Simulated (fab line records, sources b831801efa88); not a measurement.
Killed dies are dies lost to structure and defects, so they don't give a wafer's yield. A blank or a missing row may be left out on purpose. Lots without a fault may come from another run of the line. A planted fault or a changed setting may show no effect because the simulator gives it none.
A struck lot beside a sound one | flow sky130 | 14 steps out of a route of 708
Sound: wafers L353.4, L353.5, L353.6. Struck: wafers L362.3, L362.4. (L362.2 of the same lot was not struck and is left out.) The cause comes at the end.
At each step with rows: each side's tool, then ch and its chambers, then its first start. Under that, the readings that differ: sound wafers | struck wafers | difference of the means | sigmas: that difference in standard deviations of wafers without a fault.
alike: readings whose means differ by less than 2 such deviations, and words and numbers that are the same on both sides. not compared: withheld readings, readings that some wafer has no value for, bounds like >300 that may hide the same value, and numbers for which the record gives no deviation and whose values overlap.
The two part at a step that has a row with sigmas, a row that says differs or no value, or rows on one side only. Numbers that don't overlap but have no deviation are shown without sigmas and don't part them. A reading that every wafer of one side lacks parts them only if that side has two wafers or more.

SKY_VIA1_CD_MEAS_12: target cd 150 nm.
  sound on cd_sem-02, day 36 08:54; struck on cd_sem-02, day 39 02:46
  alike: cd_nm
SKY_VIA1_OVL_MEAS_13:
  sound on overlay-02, day 36 08:59; struck on overlay-01, day 39 02:53
  alike: VIA1_OVL
SKY_VIA1_ETCH_14: etches BARC in N2/H2, stops on SiO2, time 45.9 s, target depth 60 nm.
  sound on rie_diel-02 ch 1,2,3, day 36 09:00; struck on rie_diel-02 ch 0,3, day 39 02:55
  reading               | sound             | struck      | difference | sigmas
  oes_product_au (a.u.) | 0.863 0.856 0.856 | 0.846 0.850 | -0.010     | -2
  alike: chamber_pressure_mTorr, drypump_motor_current_A, throttle_valve_pct
  not compared: rf_hours_counter_h
SKY_VIA1_ETCH_15: etches SiO2 in C4F8/O2/Ar, stops on TiN, target depth 351 nm, time 54 s.
  sound on rie_diel-02 ch 1,2,3, day 36 09:02; struck on rie_diel-02 ch 0,3, day 39 02:57
  alike: chamber_pressure_mTorr, oes_product_au
  not compared: rf_hours_counter_h
SKY_VIA1_STRIP_16: strips in O2/N2.
  sound on plasma_asher-01 ch 0,1, day 36 09:07; struck on plasma_asher-02 ch 0,1, day 39 03:00
  alike: chamber_pressure_mTorr, drypump_motor_current_A, oes_product_au, strip_time_to_endpoint_s
  not compared: rf_hours_counter_h
then, 3 steps without rows for these wafers: SKY_VIA1_STRIP_17 (strips in post etch residue remover, time 1200 s); SKY_VIA1_CLEAN_18 (cleans in IPA, time 180 s); SKY_VIA1_CLEAN_19 (cleans in O3/DIW).
SKY_VIA1_SPUTTER_20: material TiN, target thk 20 nm, time 80 s.
  sound on pvd_sputter-02, day 36 09:41; struck on pvd_sputter-02, day 39 03:36
  alike: throttle_valve_pct
then, 1 step without rows for these wafers: SKY_VIA1_CVD_21 (deposits W, target thk 270 nm, time 80.902 s).
SKY_VIA1_RS_MEAS_22: measures by four-point-probe.
  sound on film_metro-01, day 36 09:53; struck on film_metro-01, day 39 03:46
  alike: VIA1_W_RS
SKY_VIA1_THK_MEAS_23: measures by xrf.
  sound on film_metro-01, day 36 09:59; struck on film_metro-01, day 39 03:53
  alike: VIA1_W_THK
SKY_VIA1_CMP_24: polishes, stops on SiO2, t overpolish 15 s, target thk 0 nm.
  sound on cmp-02 ch 0,1, day 36 10:04; struck on cmp-02 ch 0,1, day 39 03:56
  reading                | sound                | struck      | difference | sigmas
  overpolish_run_s (s)   | 14.989 14.998 15.013 | 0.042 0.031 | -14.963    | -99 or more
  time_to_endpoint_s (s) | 68 61 68             | 104 103     | +38        | +11
  alike: motor_current_A, retaining_ring_pressure_frac
SKY_METAL2_SPUTTER_00: material Ti, target thk 15 nm, time 10 s.
  the record has rows for the sound wafers here (pvd_sputter-02, day 36 10:19) and none for the struck ones

WHERE THEY PART
First at SKY_VIA1_ETCH_14; last, within this record, at SKY_METAL2_SPUTTER_00.

WHY: what the simulator had put in
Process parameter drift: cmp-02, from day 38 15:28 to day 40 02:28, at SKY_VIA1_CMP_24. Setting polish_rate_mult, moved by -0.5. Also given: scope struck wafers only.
